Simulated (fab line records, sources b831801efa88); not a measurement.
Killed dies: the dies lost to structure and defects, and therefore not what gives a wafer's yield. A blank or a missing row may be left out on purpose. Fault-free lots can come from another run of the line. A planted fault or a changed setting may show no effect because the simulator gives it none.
A lot that was struck, set against a sound lot    flow sky130    16 out of 708 route steps
Sound: these wafers, L846.2, L846.3, L846.5. Struck: wafers L855.3, L855.4 (left out: L855.1, a lot-mate that was not struck); the cause follows at the end.
Per side, at each step with rows, come the tool, then ch with its chambers, and then its first start. Under that, the readings that differ: sound wafers    struck wafers    difference of the means    sigmas: that difference in standard deviations of wafers without a fault.
alike: same words and numbers on both sides, and readings whose means sit less than 2 such deviations apart. not compared: any withheld reading, any reading some wafer has no value for, any bound like >300 that may hide the same value, and any number with overlapping values for which the record gives no deviation.
A row with sigmas, a row that says differs or no value, or rows on one side alone: a step with any of these is where the two part. Non-overlapping numbers with no deviation appear without sigmas and do not part them. A reading that every wafer of one side lacks parts them only if that side has two wafers or more.

first, 2 steps without rows for these wafers: SKY_METAL4_PEB_11; SKY_METAL4_DEVELOP_12 (develop time 60 s).
SKY_METAL4_CD_MEAS_13 targets a cd of 300 nm.
  sound on cdSem-01, day 43 09:58; struck on cdSem-01, day 46 01:34
  alike: cdNm
SKY_METAL4_OVL_MEAS_14:
  sound on overlay-02, day 43 10:04; struck on overlay-01, day 46 01:41
  alike: METAL4_OVL
SKY_METAL4_DESCUM_15: chemistry O2, time 8 s.
  sound on rieMetal-04 ch 0,1, day 43 10:06; struck on rieMetal-04 ch 0,1, day 46 01:43
  alike: drypumpMotorCurrentA, oesProductAu, tempC
  not compared: rfHoursCounterH
SKY_METAL4_ETCH_16: etches BARC in N2/H2, stops on SiO2, time 88.2 s, target depth 60 nm.
  sound on rieMetal-04 ch 0,1, day 43 10:08; struck on rieMetal-04 ch 0,1, day 46 01:44
  alike: drypumpMotorCurrentA, h2FlowSccm, n2FlowSccm, oesProductAu, throttleValvePct
  not compared: rfHoursCounterH
SKY_METAL4_ETCH_17: etches SiO2 in C4F8/O2/Ar, stops on TiN, time 3.9 s, target depth 15 nm.
  sound on rieDiel-04 ch 0,3, day 43 10:14; struck on rieDiel-04 ch 0,3, day 46 01:50
  alike: oesProductAu
then, 1 step without rows for these wafers: SKY_METAL4_METAL_ETCH_18 (etches the open film in Cl2/BCl3, stops on SiO2, target depth 845 nm, time 183.1 s).
SKY_METAL4_STRIP_19: strips in O2/N2.
  sound on plasmaAsher-01 ch 0,1, day 43 10:26; struck on plasmaAsher-04 ch 0,1, day 46 02:02
  alike: drypumpMotorCurrentA, n2FlowSccm, oesProductAu, stripTimeToEndpointS
  not compared: rfHoursCounterH
then, 3 steps without rows for these wafers: SKY_METAL4_STRIP_20 (strips in post etch residue remover, time 1200 s); SKY_METAL4_CLEAN_21 (cleans in IPA, time 180 s); SKY_METAL4_CLEAN_22 (cleans in O3/DIW).
SKY_VIA4_HDPCVD_00: deposits SiO2, target thk 1750 nm, time 291.7 s.
  sound on hdpcvd-02 ch 0,2, day 43 11:02; struck on hdpcvd-02 ch 1,2, day 46 02:38
reading                                  sound              struck       difference  sigmas
runLengthS (s)                           318.6 319.7 319.6  345.8 346.3  +26.8       +41
model.SiO2_of_VIA4_HDPCVD_00.thkNm (nm)  1731 1737 1729     1916 1874    +163        
  alike: susceptorTempC
SKY_VIA4_THK_MEAS_01:
  sound on filmMetro-04, day 43 11:13; struck on filmMetro-03, day 46 03:02
reading               sound           struck     difference  sigmas
VIA4_HDPCVD_THK (nm)  1730 1737 1729  1917 1874  +164        +10
  not compared: hold
SKY_VIA4_CMP_02: polishes SiO2.
  sound on cmp-02 ch 1,3, day 43 11:19; struck on cmp-02 ch 0,1, day 46 08:10
reading  sound  struck                                           difference                    sigmas
hold     - - -  awaitDispo/1.9h/release awaitDispo/1.9h/release  no value on the sound wafers  
  alike: motorCurrentA
-- the record jumps here: 3 days lie between the struck wafers' starts before and after (it left off in module VIA4 and takes up again in module PAD_OPEN, whose first step shown is number 708 of the route) --
SKY_PAD_OPEN_PROBE_99:
  sound on prober-01, day 47 06:17; struck on prober-02, day 49 14:05
  alike: defectLimitedYield, killed_at_M0_to_M3, killed_at_M4_up, killedAtContacts, killedAtFrontEnd, killedAtOther, killedDies, killedOnRim, killedOpen, killedShort, sort_bin_3_pad_short, sort_bin_5_function, sort_bin_6_memory, sortNPass, sortYieldPct
  not compared: hold

== WHERE THEY PART ==
First at SKY_VIA4_HDPCVD_00; last, within this record, at SKY_VIA4_CMP_02. Later steps at which nothing parts them and some readings are alike: SKY_PAD_OPEN_PROBE_99.

WHY: what had been put in by the simulator
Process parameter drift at SKY_VIA4_HDPCVD_00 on hdpcvd-02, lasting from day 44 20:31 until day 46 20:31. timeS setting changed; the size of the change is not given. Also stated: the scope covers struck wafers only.
